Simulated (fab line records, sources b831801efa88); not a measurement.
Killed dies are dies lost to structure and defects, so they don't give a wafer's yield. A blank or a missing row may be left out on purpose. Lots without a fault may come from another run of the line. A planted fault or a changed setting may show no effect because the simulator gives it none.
Which tool did it? | flow gf180mcu | 13 lots, 39 wafers sampled, at 5 steps of a route of 602

WHAT THE GAUGES READ, wafer by wafer
GF_POLY_GATE_CD_MEAS_18. Usual: cd_nm 279.4 nm, standard deviation 2.1.
lot  | measured     | on        | cd_nm (nm)        | flag
L134 | day 10 03:49 | cd_sem-01 | 273.8 279.5 280.5 |
L138 | day 11 08:10 | cd_sem-02 | 279.8 274.7 277.5 |
L139 | day 11 11:35 | cd_sem-02 | 277.5 279.7 281.0 |
L143 | day 12 14:31 | cd_sem-01 | 278.1 277.2 276.7 |
L144 | day 12 20:47 | cd_sem-02 | 280.0 276.5 281.6 |
L145 | day 13 01:47 | cd_sem-02 | 282.7 281.0 280.8 |
L148 | day 14 02:32 | cd_sem-02 | 278.2 280.2 280.4 |
L149 | day 14 10:49 | cd_sem-01 | 281.5 283.6 282.0 |
L150 | day 14 17:22 | cd_sem-01 | 278.8 279.0 279.1 |
L151 | day 15 03:07 | cd_sem-02 | 278.3 282.1 276.7 |
L152 | day 15 09:26 | cd_sem-02 | 278.5 282.6 277.8 |
L154 | day 15 21:50 | cd_sem-02 | 276.7 278.2 279.0 |
L155 | day 16 07:56 | cd_sem-02 | 279.6 280.1 279.6 |

GF_HV_LDD_TW_MEAS_50. Usual: HV_LDD_4_TW 572, standard deviation 4.3.
lot  | measured     | on            | HV_LDD_4_TW | flag
L134 | day 13 07:37 | film_metro-02 | 577 580 577 |
L138 | day 14 16:10 | film_metro-03 | 568 570 571 |
L139 | day 14 21:01 | film_metro-01 | 577 579 575 |
L143 | day 16 05:17 | film_metro-01 | 574 573 574 |
L144 | day 16 10:18 | film_metro-02 | 578 575 576 |
L145 | day 16 17:13 | film_metro-03 | 565 563 564 |
L148 | day 17 20:45 | film_metro-02 | 574 574 577 |
L149 | day 18 06:04 | film_metro-03 | 567 565 566 |
L150 | day 18 12:20 | film_metro-01 | 572 571 573 |
L151 | day 18 23:48 | film_metro-01 | 570 570 569 |
L152 | day 19 06:58 | film_metro-03 | 567 565 565 |
L154 | day 19 23:12 | film_metro-01 | 573 574 572 |
L155 | day 20 08:13 | film_metro-03 | 570 567 568 |

GF_HV_LDD_RS_MEAS_53: measures by four-point-probe. Usual: HV_LDD_RS 419.0 ohm/sq, standard deviation 0.94.
lot  | measured     | on            | HV_LDD_RS (ohm/sq) | flag
L134 | day 13 07:49 | film_metro-03 | 419.4 417.8 419.2  |
L138 | day 14 16:20 | film_metro-02 | 422.6 422.1 421.7  | OFF
L139 | day 14 21:11 | film_metro-01 | 421.8 422.9 422.7  | OFF
L143 | day 16 05:30 | film_metro-03 | 417.3 418.0 417.5  |
L144 | day 16 10:29 | film_metro-02 | 418.1 419.6 418.7  |
L145 | day 16 17:25 | film_metro-03 | 419.1 419.3 419.3  |
L148 | day 17 20:56 | film_metro-01 | 418.3 418.7 418.6  |
L149 | day 18 06:14 | film_metro-01 | 418.7 418.4 419.8  |
L150 | day 18 12:32 | film_metro-03 | 417.2 418.9 419.2  |
L151 | day 18 23:58 | film_metro-02 | 418.0 418.1 418.1  |
L152 | day 19 07:10 | film_metro-01 | 420.9 420.1 419.2  |
L154 | day 19 23:22 | film_metro-03 | 419.9 420.1 419.3  |
L155 | day 20 08:25 | film_metro-03 | 418.5 418.4 418.5  |

WHICH TOOL RAN EACH LOT (tool, then ch and the chambers of the sampled wafers, then the start)
lot  | GF_POLY_GATE_ETCH_12               | GF_HV_LDD_IMPLANT_36
L134 | rie_diel-04 ch 1,2, day 9 23:33    | implanter-02 ch 0, day 12 11:23
L138 | rie_diel-03 ch 0,1,2, day 11 05:29 | implanter-02 ch 0, day 13 19:15
L139 | rie_diel-03 ch 0,2,3, day 11 09:05 | implanter-02 ch 0, day 13 23:42
L143 | rie_diel-04 ch 1,2,3, day 12 12:45 | implanter-04 ch 0, day 15 07:04
L144 | rie_diel-04 ch 1,3, day 12 19:13   | implanter-04 ch 0, day 15 11:33
L145 | rie_diel-03 ch 0,2,3, day 13 00:11 | implanter-03 ch 0, day 15 17:52
L148 | rie_diel-04 ch 1,2, day 14 00:05   | implanter-04 ch 0, day 16 20:04
L149 | rie_diel-02 ch 0,2,3, day 14 08:40 | implanter-02 ch 0, day 17 05:51
L150 | rie_diel-03 ch 0,2,3, day 14 14:36 | implanter-04 ch 0, day 17 12:18
L151 | rie_diel-02 ch 0,1,3, day 15 01:33 | implanter-02 ch 0, day 17 23:43
L152 | rie_diel-02 ch 0,1,2, day 15 06:37 | implanter-04 ch 0, day 18 06:23
L154 | rie_diel-03 ch 0,1,2, day 15 19:18 | implanter-02 ch 0, day 18 22:07
L155 | rie_diel-04 ch 1,3, day 16 06:17   | implanter-03 ch 0, day 19 07:24
- GF_POLY_GATE_ETCH_12: etches BARC in N2/H2.
- GF_HV_LDD_IMPLANT_36

WHAT THE TOOLS THEMSELVES READ (means of the sampled wafers that have a number; where no wafer has one, the mark that the record gives instead)
GF_POLY_GATE_ETCH_12. Usual: drypump_motor_current_A 5.7 A, standard deviation 0.52; n2_flow_sccm 100.0 sccm, standard deviation 0.34; oes_product_au 0.735 a.u., standard deviation 0.0047; throttle_valve_pct 13.213 %, standard deviation 0.0092.
lot  | tool        | drypump_motor_current_A (A) | n2_flow_sccm (sccm) | oes_product_au (a.u.) | throttle_valve_pct (%) | flag
L134 | rie_diel-04 | 6.0                         | 100.0               | 0.731                 | 13.211                 |
L138 | rie_diel-03 | 5.6                         | 100.1               | 0.741                 | 13.216                 |
L139 | rie_diel-03 | 5.5                         | 99.7                | 0.739                 | 13.215                 |
L143 | rie_diel-04 | 6.0                         | 99.8                | 0.733                 | 13.211                 |
L144 | rie_diel-04 | 6.0                         | 100.0               | 0.736                 | 13.213                 |
L145 | rie_diel-03 | 5.5                         | 100.1               | 0.734                 | 13.219                 |
L148 | rie_diel-04 | 6.0                         | 100.0               | 0.737                 | 13.221                 |
L149 | rie_diel-02 | 5.4                         | 100.4               | 0.739                 | 13.216                 |
L150 | rie_diel-03 | 5.5                         | 99.8                | 0.738                 | 13.211                 |
L151 | rie_diel-02 | 5.4                         | 100.2               | 0.730                 | 13.216                 |
L152 | rie_diel-02 | 5.1                         | 100.0               | 0.738                 | 13.214                 |
L154 | rie_diel-03 | 5.6                         | 100.3               | 0.734                 | 13.215                 |
L155 | rie_diel-04 | 6.0                         | 100.0               | 0.734                 | 13.223                 |

GF_HV_LDD_IMPLANT_36. Usual: dose_ions_cm2 7.498e+12, standard deviation 9.5e+09; faraday_current_uA 42.2, standard deviation 0.84; rotation_deg 270.00 degrees, standard deviation 0.05.
lot  | tool         | dose_ions_cm2 | faraday_current_uA | rotation_deg (degrees) | flag
L134 | implanter-02 | 7.499e+12     | 41.6               | 269.98                 |
L138 | implanter-02 | 6.566e+12     | 36.4               | 270.00                 | OFF
L139 | implanter-02 | 6.558e+12     | 36.8               | 269.95                 | OFF
L143 | implanter-04 | 7.501e+12     | 42.5               | 269.95                 |
L144 | implanter-04 | 7.494e+12     | 42.5               | 269.96                 |
L145 | implanter-03 | 7.510e+12     | 42.5               | 270.00                 |
L148 | implanter-04 | 7.498e+12     | 41.1               | 270.04                 |
L149 | implanter-02 | 7.508e+12     | 42.4               | 270.00                 |
L150 | implanter-04 | 7.498e+12     | 42.2               | 270.07                 |
L151 | implanter-02 | 7.501e+12     | 43.4               | 269.97                 |
L152 | implanter-04 | 7.495e+12     | 42.6               | 270.07                 |
L154 | implanter-02 | 7.515e+12     | 42.4               | 270.02                 |
L155 | implanter-03 | 7.502e+12     | 42.3               | 270.01                 |

THE ANSWER, worked out from the rows above alone
Rule: a lot is off if the mean of its wafers that have a number lies more than 3 standard deviations from the usual mean. A lot without any number at a reading at which 4 lots or more have one is off too. The other lots that the step has rows for count as sound. The gauges are gone through in route order, then the tools' own readings, and for those a lot's mean is taken as printed above. The first step at which some lot is off is used, and at that step the reading that is off furthest; a lot without a number counts as furthest.
Off: L138, L139, at GF_HV_LDD_RS_MEAS_53 (HV_LDD_RS).
A tool fits if, at a process step before that reading, it ran every lot that is off, and no sound lot after the first of them. The gauges at GF_HV_LDD_RS_MEAS_53 aren't tried: what is off there is off at GF_HV_LDD_IMPLANT_36 too, on other tools, and a gauge's error can't cause that. None of those tried fits.

WHAT THE SIMULATOR HAD PUT IN
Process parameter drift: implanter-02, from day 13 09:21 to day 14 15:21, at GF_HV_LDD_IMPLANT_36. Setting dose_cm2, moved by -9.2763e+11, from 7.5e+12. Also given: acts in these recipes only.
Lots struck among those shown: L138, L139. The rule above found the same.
